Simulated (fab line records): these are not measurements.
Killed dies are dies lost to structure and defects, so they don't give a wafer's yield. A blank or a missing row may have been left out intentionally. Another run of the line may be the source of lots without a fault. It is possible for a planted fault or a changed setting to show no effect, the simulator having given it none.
fab line records	flow gf180mcu
[record] lots = 6	wafers = 18	last_day = 34
route steps=602 shown DNWELL@40 NWELL@42 LVPWELL@54 MVSD@66
lots with no fault: from the same line, run without faults
start_h: hours from the record's opening day to when the first of the lot's shown wafers began	wait_h: hours from the lot's prior step to this one	" repeats the value in the row above	L1.1+2: several wafers, shown together as one row	- no value present, or no start provided	* or withheld: withheld	< > ~ a bound
route shown NAME@n: NAME is a module with steps in the file, n the number in the route of the first one	usual: the fault-free wafers' mean and standard deviation	same: alike in all rows	chamber/n: place in a boat	sites: readings site by site	_std_site: the standard deviation of these	_edge_site: outer sites' mean less inner sites'	radius_mm: for every site, how far away it sits from the centre of the wafer	mask NAME#n: copy n	behind: the most recent tool/chamber to have shaped the wafer	hold: why the lot went on hold/how many hours it stayed there/how the hold came to an end	device: names the non-switching transistor (n, p or np)	end of line: tests run on the same wafers once the route is complete	for a step that has no rows: nothing shown but its recipe	killed: not the wafer's yield, but the dies lost to structure and defects at the first sort	map: per-die view of a wafer (x killed, . not killed, _ where there is no die)
set.NAME: the run value of the setting; set.NAME@STEP: its run value at that earlier step	model.NAME: the simulator's own value behind a step, which no gauge read
a table for each step, a row for each wafer; lots at some steps of the route
services: a tool's chamber out of use, with start hour (start_h, from the record's first day; less than 0 if before it), hours out, and reason
[[steps]]
[step GF_DNWELL_STRIP_08]
[recipe] chemistry = O2/N2	power_w = 1400	pressure_mtorr = 1500	platen_temp_c = 250	o2_flow_sccm = 3000	n2_flow_sccm = 300	overash_fraction = 0.5
[usual] chamber_pressure_mTorr = 1500.1/1.2	drypump_motor_current_A = 5.8/0.46	heater_power_w = 341/23	oes_product_au = 0.723/0.0046	strip_time_to_endpoint_s = 36.95/0.1
lot.wafer	tool	chamber	start_h	wait_h	chamber_pressure_mTorr	drypump_motor_current_A	heater_power_w	oes_product_au	rf_hours_counter_h	strip_time_to_endpoint_s
L222.1	plasma_asher-01	1	79.77	0.1	1498.5	5.1	390	0.723	20	36.90
L222.5	"	1	"	"	1499.9	5.1	388	0.717	-	36.83
L222.6	"	0	"	"	1499.8	6.1	335	0.720	-	36.86
L223.1	plasma_asher-03	0	87.70	0.1	1501.5	6.2	333	0.724	48	37.09
L223.2	"	1	"	"	1503.0	5.5	325	0.722	48	37.04
L223.6	"	1	"	"	1501.0	5.5	327	0.727	-	37.14
L224.4	plasma_asher-03	1	98.23	0.1	1501.1	5.5	327	0.724	-	37.00
L224.5	"	1	"	"	1499.3	5.5	330	0.718	-	36.82
L224.6	"	0	"	"	1500.6	6.2	326	0.719	-	36.90
L228.2	plasma_asher-01	0	115.98	0.1	1499.9	6.1	342	0.714	24	37.01
L228.3	"	0	"	"	1500.3	6.1	334	0.727	-	36.86
L228.4	"	1	"	"	1499.3	5.1	387	0.727	-	36.99
L230.1	plasma_asher-04	1	122.07	0.1	1501.2	6.4	348	0.725	48	36.86
L230.3	"	0	"	"	1499.1	5.5	330	0.728	-	36.88
L230.6	"	0	"	"	1497.7	5.5	331	0.719	-	36.94
L236.3	plasma_asher-04	1	154.26	0.1	1499.4	6.5	349	0.722	-	36.78
L236.5	"	0	"	"	1503.4	5.5	332	0.718	-	36.66
L236.6	"	1	"	"	1499.0	6.5	346	0.724	-	36.87
[step GF_DNWELL_TW_MEAS_09]
[usual] DNWELL_TW = 1341/27
lot.wafer	tool	chamber	start_h	wait_h	DNWELL_TW
L222.1	film_metro-01	-	79.87	0.1	1301
L222.5	"	-	"	"	1305
L222.6	"	-	"	"	1310
L223.1	film_metro-04	-	87.80	0.1	1371
L223.2	"	-	"	"	1377
L223.6	"	-	"	"	1374
L224.4	film_metro-01	-	98.33	0.1	1310
L224.5	"	-	"	"	1312
L224.6	"	-	"	"	1315
L228.2	film_metro-01	-	116.09	0.1	1319
L228.3	"	-	"	"	1318
L228.4	"	-	"	"	1319
L230.1	film_metro-04	-	122.17	0.1	1375
L230.3	"	-	"	"	1370
L230.6	"	-	"	"	1372
L236.3	film_metro-03	-	154.35	0.1	1355
L236.5	"	-	"	"	1361
L236.6	"	-	"	"	1360
[step GF_NWELL_DEHYDRATE_00]
[recipe] temp_c = 200	time_s = 60
[step GF_NWELL_HMDS_01]
[recipe] prime_time_s = 60	prime_temp_c = 120
[step GF_NWELL_COAT_02]
[recipe] spin_rpm = 2000	resist_thk_nm = 3000
[step GF_NWELL_SOFTBAKE_03]
[recipe] temp_c = 110	time_s = withheld
[step GF_NWELL_EXPOSE_04]
[recipe] mask_id = Nwell	target_cd_nm = 860	na = 0.6	source_shape = conventional	sigma_outer = 0.6	dose_mj = 260
[step GF_NWELL_PEB_05]
[recipe] temp_c = 115	time_s = withheld
[step GF_NWELL_DEVELOP_06]
[recipe] wall_angle_deg = 90	develop_time_s = 60	dev_temp_c = 23
[step GF_NWELL_OVL_MEAS_07]
[usual] NWELL_OVL = 0.1/1.3
lot.wafer	tool	chamber	start_h	wait_h	NWELL_OVL[nm]
L222.1	overlay-02	-	93.12	-	0.5
L222.5	"	-	"	"	0.9
L222.6	"	-	"	"	-0.5
L223.1	overlay-01	-	101.23	-	1.3
L223.2	"	-	"	"	1.2
L223.6	"	-	"	"	0.3
L224.4	overlay-02	-	111.88	-	-1.2
L224.5	"	-	"	"	-1.5
L224.6	"	-	"	"	-1.6
L228.2	overlay-02	-	130.78	-	-1.1
L228.3	"	-	"	"	-0.5
L228.4	"	-	"	"	0.5
L230.1	overlay-02	-	136.83	-	-0.1
L230.3	"	-	"	"	0.0
L230.6	"	-	"	"	0.1
L236.3	overlay-01	-	169.73	-	0.6
L236.5	"	-	"	"	-0.7
L236.6	"	-	"	"	1.3
[step GF_NWELL_IMPLANT_08]
[recipe] species = P	energy_kev = 450	dose_cm2 = 1.5e+13	tilt_deg = 0
[step GF_NWELL_IMPLANT_09]
[recipe] species = P	energy_kev = 160	dose_cm2 = 4e+12	tilt_deg = 0
[step GF_NWELL_STRIP_10]
[recipe] chemistry = O2/N2	power_w = 1400	pressure_mtorr = 1500	platen_temp_c = 250	o2_flow_sccm = 3000	n2_flow_sccm = 300	overash_fraction = 0.5
[usual] chamber_pressure_mTorr = 1500.2/1.2	drypump_motor_current_A = 5.3/0.56	heater_power_w = 343/20	oes_product_au = 0.723/0.0047	strip_time_to_endpoint_s = 36.93/0.089
lot.wafer	tool	chamber	start_h	wait_h	chamber_pressure_mTorr	drypump_motor_current_A	heater_power_w	oes_product_au	rf_hours_counter_h	strip_time_to_endpoint_s	model.coat_of_NWELL_COAT_02.thk_nm
L222.1	plasma_asher-02	0	93.46	0.1	1501.0	5.1	344	0.729	47	36.94	0
L222.5	"	1	"	"	1500.3	4.6	346	0.725	-	36.92	0
L222.6	"	0	"	"	1500.2	5.1	349	0.716	-	36.89	0
L223.1	plasma_asher-02	0	101.57	0.1	-	-	-	-	-	-	2995
L223.2	"	1	"	"	-	-	-	-	-	-	2999
L223.6	"	1	"	"	-	-	-	-	-	-	3004
L224.4	plasma_asher-01	0	112.23	0.1	-	-	-	-	-	-	3007
L224.5	"	0	"	"	-	-	-	-	-	-	3001
L224.6	"	1	"	"	-	-	-	-	-	-	3001
L228.2	plasma_asher-02	0	131.11	0.1	1499.1	5.1	344	0.715	51	37.10	0
L228.3	"	0	"	"	1498.6	5.1	347	0.727	-	36.96	0
L228.4	"	1	"	"	1497.0	4.7	351	0.720	-	36.99	0
L230.1	plasma_asher-01	0	137.17	0.1	1500.1	6.1	332	0.723	26	36.80	0
L230.3	"	0	"	"	1501.5	6.1	339	0.720	-	36.89	0
L230.6	"	0	"	"	1499.5	6.1	327	0.722	-	36.84	0
L236.3	plasma_asher-02	1	170.08	0.1	1500.9	4.7	345	0.733	-	37.02	0
L236.5	"	0	"	"	1501.0	5.1	351	0.722	-	36.94	0
L236.6	"	1	"	"	1497.9	4.6	353	0.724	-	36.93	0
[step GF_NWELL_TW_MEAS_11]
[usual] NWELL_TW = 1567/36
lot.wafer	tool	chamber	start_h	wait_h	NWELL_TW
L222.1	film_metro-01	-	93.56	0.1	1529
L222.5	"	-	"	"	1531
L222.6	"	-	"	"	1545
L223.1	film_metro-04	-	101.67	0.1	1607
L223.2	"	-	"	"	1600
L223.6	"	-	"	"	1607
L224.4	film_metro-01	-	112.33	0.1	1524
L224.5	"	-	"	"	1537
L224.6	"	-	"	"	1527
L228.2	film_metro-04	-	131.22	0.1	1602
L228.3	"	-	"	"	1600
L228.4	"	-	"	"	1601
L230.1	film_metro-04	-	137.27	0.1	1601
L230.3	"	-	"	"	1607
L230.6	"	-	"	"	1597
L236.3	film_metro-04	-	170.17	0.1	1604
L236.5	"	-	"	"	1609
L236.6	"	-	"	"	1600
[step GF_LVPWELL_DEHYDRATE_00]
[recipe] temp_c = 200	time_s = 60
[step GF_LVPWELL_HMDS_01]
[recipe] prime_time_s = 60	prime_temp_c = 120
[step GF_LVPWELL_COAT_02]
[recipe] spin_rpm = 2000	resist_thk_nm = 3000
[step GF_LVPWELL_SOFTBAKE_03]
[recipe] temp_c = 110	time_s = withheld
[step GF_LVPWELL_EXPOSE_04]
[recipe] mask_id = LVPWELL	target_cd_nm = 600	na = 0.6	source_shape = conventional	sigma_outer = 0.6	dose_mj = 260
[step GF_LVPWELL_PEB_05]
[recipe] temp_c = 115	time_s = withheld
[step GF_LVPWELL_DEVELOP_06]
[recipe] wall_angle_deg = 90	develop_time_s = 60	dev_temp_c = 23
[step GF_LVPWELL_OVL_MEAS_07]
[usual] LVPWELL_OVL = -0.2/1.4
lot.wafer	tool	chamber	start_h	wait_h	LVPWELL_OVL[nm]
L222.1	overlay-02	-	107.92	-	2.8
L222.5	"	-	"	"	1.0
L222.6	"	-	"	"	1.2
L223.1	overlay-01	-	116.12	-	-0.3
L223.2	"	-	"	"	0.6
L223.6	"	-	"	"	-1.2
L224.4	overlay-01	-	125.73	-	-0.9
L224.5	"	-	"	"	-1.0
L224.6	"	-	"	"	-0.8
L228.2	overlay-02	-	145.87	-	0.3
L228.3	"	-	"	"	0.7
L228.4	"	-	"	"	-1.0
L230.1	overlay-02	-	152.05	-	1.3
L230.3	"	-	"	"	1.8
L230.6	"	-	"	"	2.5
L236.3	overlay-02	-	186.89	-	1.1
L236.5	"	-	"	"	-0.3
L236.6	"	-	"	"	-0.7
[step GF_LVPWELL_IMPLANT_08]
[recipe] species = B	energy_kev = 170	dose_cm2 = 1.5e+13	tilt_deg = 0
[step GF_LVPWELL_IMPLANT_09]
[recipe] species = B	energy_kev = 60	dose_cm2 = 5e+12	tilt_deg = 0
[step GF_LVPWELL_STRIP_10]
[recipe] chemistry = O2/N2	power_w = 1400	pressure_mtorr = 1500	platen_temp_c = 250	o2_flow_sccm = 3000	n2_flow_sccm = 300	overash_fraction = 0.5
[usual] chamber_pressure_mTorr = 1500.0/1.3	drypump_motor_current_A = 5.4/0.62	heater_power_w = 350/19	oes_product_au = 0.723/0.0047	strip_time_to_endpoint_s = 36.92/0.095
lot.wafer	tool	chamber	start_h	wait_h	chamber_pressure_mTorr	drypump_motor_current_A	heater_power_w	oes_product_au	rf_hours_counter_h	strip_time_to_endpoint_s
L222.1	plasma_asher-04	1	108.25	0.1	1501.5	6.5	341	0.724	46	36.87
L222.5	"	0	"	"	1500.7	5.5	332	0.723	-	36.84
L222.6	"	1	"	"	1499.7	6.5	345	0.715	-	36.80
L223.1	plasma_asher-02	0	116.46	0.1	1501.4	5.1	343	0.737	49	81.06
L223.2	"	1	"	"	1500.6	4.6	358	0.740	49	81.20
L223.6	"	0	"	"	1500.6	5.1	347	0.743	-	81.33
L224.4	plasma_asher-02	0	126.08	0.1	1501.8	5.1	355	0.741	-	81.24
L224.5	"	0	"	"	1499.3	5.1	364	0.736	-	81.18
L224.6	"	1	"	"	1501.4	4.6	348	0.741	-	81.21
L228.2	plasma_asher-02	0	146.20	0.1	1501.2	5.1	349	0.729	53	37.00
L228.3	"	1	"	"	1498.3	4.6	346	0.712	-	36.95
L228.4	"	0	"	"	1501.8	5.1	346	0.727	-	36.88
L230.1	plasma_asher-02	0	152.38	0.1	1498.5	5.1	356	0.709	53	36.90
L230.3	"	1	"	"	1501.9	4.7	344	0.722	-	36.79
L230.6	"	0	"	"	1499.7	5.1	358	0.724	-	36.86
L236.3	plasma_asher-04	1	187.24	0.1	1500.8	6.4	346	0.721	-	36.85
L236.5	"	1	"	"	1498.8	6.4	332	0.719	-	36.80
L236.6	"	0	"	"	1499.5	5.5	333	0.724	-	36.77
[step GF_LVPWELL_TW_MEAS_11]
[usual] LVPWELL_TW = 559/11
lot.wafer	tool	chamber	start_h	wait_h	LVPWELL_TW
L222.1	film_metro-01	-	108.35	0.1	541
L222.5	"	-	"	"	543
L222.6	"	-	"	"	543
L223.1	film_metro-04	-	116.56	0.1	31
L223.2	"	-	"	"	31
L223.6	"	-	"	"	31
L224.4	film_metro-02	-	126.18	0.1	30
L224.5	"	-	"	"	30
L224.6	"	-	"	"	30
L228.2	film_metro-02	-	146.31	0.1	565
L228.3	"	-	"	"	559
L228.4	"	-	"	"	559
L230.1	film_metro-01	-	152.48	0.1	544
L230.3	"	-	"	"	543
L230.6	"	-	"	"	543
L236.3	film_metro-01	-	187.33	0.1	542
L236.5	"	-	"	"	548
L236.6	"	-	"	"	544
[step GF_MVSD_DEHYDRATE_00]
[recipe] temp_c = 200	time_s = 60
[[services]]
tool	chamber	start_h	hours	kind
plasma_asher-03	-	108.75	9.0	pm
plasma_asher-03	0	108.75	9.0	vent_cycle
plasma_asher-03	1	108.75	9.0	vent_cycle
plasma_asher-03	0	117.75	-	clean
plasma_asher-03	1	117.75	-	clean
plasma_asher-04	-	118.32	1.2	repair
[[key]]
[first_sign] step = GF_NWELL_STRIP_10	reading = tool_record	direction = missing
[effect] step = GF_LVPWELL_STRIP_10	reading = strip_time_to_endpoint_s	direction = up	sigmas = 99+	usual = *	struck = *
[effect] step = GF_LVPWELL_TW_MEAS_11	reading = LVPWELL_TW	direction = down	sigmas = 48	usual = 559	struck = 30
[model_effect] step = GF_NWELL_STRIP_10	value = coat_of_NWELL_COAT_02.thk_nm	without = 0	struck = 3001
met_at GF_NWELL_STRIP_10
struck_wafers L223.1,L223.2,L223.6,L224.4,L224.5,L224.6
sort_left_out L223.1,L223.2,L223.6,L224.4,L224.5,L224.6
tester_left_out L223,L224
onset_between 93.46 101.57
[fault] kind = skipped_step_whole	tool = plasma_asher-01,plasma_asher-02	chamber = -	onset_h = 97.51	steps = GF_NWELL_STRIP_10	scope = struck_lots_only
// tester_left_out: of these lots the tester's yield and bins aren't shown, on N5 and GAA mostly nor the transistor test; their killed dies are dies lost to structure and defects alone, not to doping, threshold or leakage, so they don't give the yield
// sort_left_out: the simulated sort isn't trusted on such a fault, so these wafers' sort isn't shown, and their yield isn't known
